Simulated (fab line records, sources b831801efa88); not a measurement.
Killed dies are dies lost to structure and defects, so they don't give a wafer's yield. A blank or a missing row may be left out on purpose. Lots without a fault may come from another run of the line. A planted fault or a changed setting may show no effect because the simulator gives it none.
Which tool did it? | flow gf180mcu | 15 lots, 45 wafers sampled, at 2 steps of a route of 602

WHAT THE GAUGES READ, wafer by wafer
GF_V2_CD_MEAS_14: target cd 260 nm. Usual: cd_nm 259.6 nm, standard deviation 1.4.
lot  | measured     | on        | cd_nm (nm)        | flag
L287 | day 20 13:53 | cd_sem-01 | 257.4 257.6 257.2 |
L289 | day 21 12:23 | cd_sem-01 | 259.2 258.9 258.4 |
L290 | day 21 19:36 | cd_sem-02 | 258.6 259.8 260.3 |
L291 | day 22 06:52 | cd_sem-01 | 260.9 261.9 261.9 |
L292 | day 22 15:43 | cd_sem-02 | 257.3 258.8 258.4 |
L293 | day 22 20:44 | cd_sem-02 | 259.8 259.4 259.8 |
L296 | day 24 01:35 | cd_sem-02 | 256.8 256.4 256.6 |
L298 | day 25 00:26 | cd_sem-02 | 261.4 260.3 260.7 |
L305 | day 27 03:47 | cd_sem-02 | 261.6 260.5 261.6 |
L306 | day 27 05:29 | cd_sem-01 | 260.5 260.4 261.5 |
L307 | day 27 21:55 | cd_sem-02 | 257.6 258.3 258.0 |
L308 | day 27 19:08 | cd_sem-02 | 260.1 261.7 259.3 |

WHICH TOOL RAN EACH LOT (tool, then ch and the chambers of the sampled wafers, then the start)
lot  | GF_DUAL_GATE_OXIDATION_15
L287 | furnace-02 ch 0, day 8 16:24
L289 | furnace-01 ch 0, day 9 05:00
L290 | furnace-01 ch 0, day 9 13:47
L291 | furnace-01 ch 0, day 9 22:07
L292 | furnace-01 ch 0, day 10 05:14
L293 | furnace-01 ch 0, day 10 09:59
L296 | furnace-01 ch 0, day 11 08:59
L298 | furnace-01 ch 0, day 12 02:05
L301 | furnace-01, day 12 18:50
L302 | furnace-02, day 12 21:04
L303 | furnace-01, day 13 08:25
L305 | furnace-01 ch 0, day 14 02:14
L306 | furnace-01 ch 0, day 14 07:49
L307 | furnace-01 ch 0, day 14 12:16
L308 | furnace-01 ch 0, day 14 22:40
- GF_DUAL_GATE_OXIDATION_15: stabilise 600 s, purge 300 s, target thk 7.098 nm.

WHAT THE TOOLS THEMSELVES READ (means of the sampled wafers that have a number; where no wafer has one, the mark that the record gives instead)
GF_DUAL_GATE_OXIDATION_15. Usual: ox_temp_c 850.0 C, standard deviation 0.35; ox_temp_c_max 856.3, standard deviation 1.4; tube_center_temp_C 850 C, standard deviation 0.069; zone_power_centre_pct 17.14 %, standard deviation 0.27; zone_power_upper_pct 14.3 %, standard deviation 0.54.
lot  | tool       | ox_temp_c (C) | ox_temp_c_max | tube_center_temp_C (C) | zone_power_centre_pct (%) | zone_power_upper_pct (%) | flag
L287 | furnace-02 | 850.0         | 857.1         | 850                    | 16.89                     | 15.4                     |
L289 | furnace-01 | 849.8         | 856.2         | 850                    | 17.23                     | 13.8                     |
L290 | furnace-01 | 850.2         | 856.4         | 850                    | 17.15                     | 14.0                     |
L291 | furnace-01 | 850.2         | 856.1         | 850                    | 17.27                     | 14.0                     |
L292 | furnace-01 | 850.4         | 856.4         | 850                    | 17.27                     | 14.2                     |
L293 | furnace-01 | 850.1         | 855.1         | 850                    | 17.09                     | 14.0                     |
L296 | furnace-01 | 850.1         | 856.7         | 850                    | 17.07                     | 14.0                     |
L298 | furnace-01 | 850.3         | 856.1         | 850                    | 17.27                     | 14.0                     |
L301 | furnace-01 | -             | -             | -                      | -                         | -                        | OFF
L302 | furnace-02 | -             | -             | -                      | -                         | -                        | OFF
L303 | furnace-01 | -             | -             | -                      | -                         | -                        | OFF
L305 | furnace-01 | 850.0         | 855.5         | 850                    | 17.26                     | 14.1                     |
L306 | furnace-01 | 849.8         | 855.2         | 850                    | 17.13                     | 14.0                     |
L307 | furnace-01 | 850.3         | 856.2         | 850                    | 17.33                     | 14.1                     |
L308 | furnace-01 | 850.0         | 856.6         | 850                    | 17.32                     | 13.9                     |

THE ANSWER, worked out from the rows above alone
Rule: a lot is off if the mean of its wafers that have a number lies more than 3 standard deviations from the usual mean. A lot without any number at a reading at which 4 lots or more have one is off too. The other lots that the step has rows for count as sound. The gauges are gone through in route order, then the tools' own readings, and for those a lot's mean is taken as printed above. The first step at which some lot is off is used, and at that step the reading that is off furthest; a lot without a number counts as furthest.
Off: L301, L302, L303, at GF_DUAL_GATE_OXIDATION_15 (ox_temp_c). Without a number there: L301, L302, L303.
A tool fits if, at that step or a process step before it, it ran every lot that is off, and no sound lot after the first of them. None of those tried fits.

WHAT THE SIMULATOR HAD PUT IN
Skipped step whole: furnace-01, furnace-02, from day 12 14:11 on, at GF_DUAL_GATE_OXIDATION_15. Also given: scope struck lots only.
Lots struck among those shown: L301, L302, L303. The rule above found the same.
